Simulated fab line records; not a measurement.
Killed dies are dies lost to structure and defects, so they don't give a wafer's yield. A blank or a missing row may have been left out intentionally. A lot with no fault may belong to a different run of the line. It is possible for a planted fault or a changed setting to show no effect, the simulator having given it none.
Code-filled problem report in 8D (eight disciplines) form + flow sky130 + the parts of the form that need people (team, actions taken, sign-off) are left out

1. WHAT WENT WRONG
Mean CONTACT_HDPCVD_THK at SKY_CONTACT_THK_MEAS_03: 510 nm over 2 wafers in 2 lots; fault-free wafers: 563 nm, standard deviation 6.2. That is -8.5 standard deviations from the usual mean.
The first sign was on wafer L876.6 at day 35 17:49, on filmMetro-01. At this step, 36 wafers from 12 lots have a number in the record. Rule for "out", or "out of limits": more than 4 standard deviations from the usual mean. The rest of the wafers with a number are treated as sound.

2. WHAT IT IS, WHAT IT ISN'T
| question                    | is                 | is not                                                                                 |
|-----------------------------|--------------------|----------------------------------------------------------------------------------------|
| which readings at this step | CONTACT_HDPCVD_THK | -                                                                                      |
| which lots                  | L876, L881         | L861, L863, L867, L869, L871, L872, L875, L878, L882, L883                             |
| which wafers of those lots  | L876.6, L881.6     | L876.2, L876.5, L881.1, L881.3                                                         |
| read on which gauges        | filmMetro-01       | filmMetro-02, filmMetro-04                                                             |
| when                        | from day 35 17:49  | up to then (23 sound wafers); but 11 sound wafers of L878, L881, L882, L883 came after |

3. THE SUSPECTS, EACH WITH WHAT RULES IT OUT
Counting: any tool at a process step up to the reading remains a suspect provided it ran every lot that is out. Sound lots after the first of them don't rule it out here, since some wafers of a struck lot are sound.
- the gauge at SKY_CONTACT_THK_MEAS_03 is ruled out. All the wafers that are out were read on filmMetro-01, but those of them that SKY_CONTACT_HDPCVD_02 has rows for are out there too, on other tools.
- hdpcvd-02 at SKY_CONTACT_HDPCVD_02 (deposits SiO2, target thk 565 nm, time 94.2 s): kept. Every lot that is out went through it, the first being L876 (day 35 17:44); the last sound lot it ran before that was L875 (day 35 15:05). Its own runLengthS readings are out on those wafers.
- hdpcvd-02, SKY_CONTACT_HDPCVD_02: wafers that are out in chamber 2, sound lot-mates in chambers 0, 1.
The count leaves hdpcvd-02 at SKY_CONTACT_HDPCVD_02.

4. THE CAUSE (what the simulator had put in)
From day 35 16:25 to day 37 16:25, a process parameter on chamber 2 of hdpcvd-02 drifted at SKY_CONTACT_HDPCVD_02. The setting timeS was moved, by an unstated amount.
This tool alone remained once counting was done.

5. SEQUENCE OF EFFECTS, ordered by route
Rows list readings where the struck wafers' mean (over those with a number) sits beyond 3 standard deviations from the usual. Only readings for which the record gives a usual standard deviation are gone through. hours: the time from each lot's start at the first step in this table that gives one to its start at this step, as a median over the lots. sigmas: the change in usual standard deviations.
| hours | step                    | reading            | usual   | on struck wafers | change | sigmas |
|-------|-------------------------|--------------------|---------|------------------|--------|--------|
| 0     | SKY_CONTACT_HDPCVD_02   | runLengthS         | 121.9 s | 113.2            | -8.8   | -15    |
| 0     | SKY_CONTACT_THK_MEAS_03 | CONTACT_HDPCVD_THK | 563 nm  | 510              | -53    | -8.5   |
| 0     | SKY_CONTACT_CMP_04      | timeToEndpointS    | 79 s    | 58               | -21    | -4.9   |
The process steps in it:
- SKY_CONTACT_HDPCVD_02: deposits SiO2, target thk 565 nm, time 94.2 s.
- SKY_CONTACT_CMP_04: polishes SiO2.
Later steps that measure or inspect, where all struck wafers having a row at the step show a number for every such reading and not one has moved that far: SKY_CONTACT_THK_MEAS_26.

6. WHAT WOULD HAVE CAUGHT IT SOONER
In this record the first reading out of limits at a measuring or inspecting step was taken at day 35 17:49, 1 hour after the fault began at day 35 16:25.
At SKY_CONTACT_HDPCVD_02, the tool's own readings (runLengthS) were out on each struck wafer the step has a row for, so an alarm limit on them would have fired on the first such wafer.
Of the lots that are out (2), L881 began SKY_CONTACT_HDPCVD_02 on hdpcvd-02 after day 35 17:49. Putting the tool on hold at that point would have spared it.
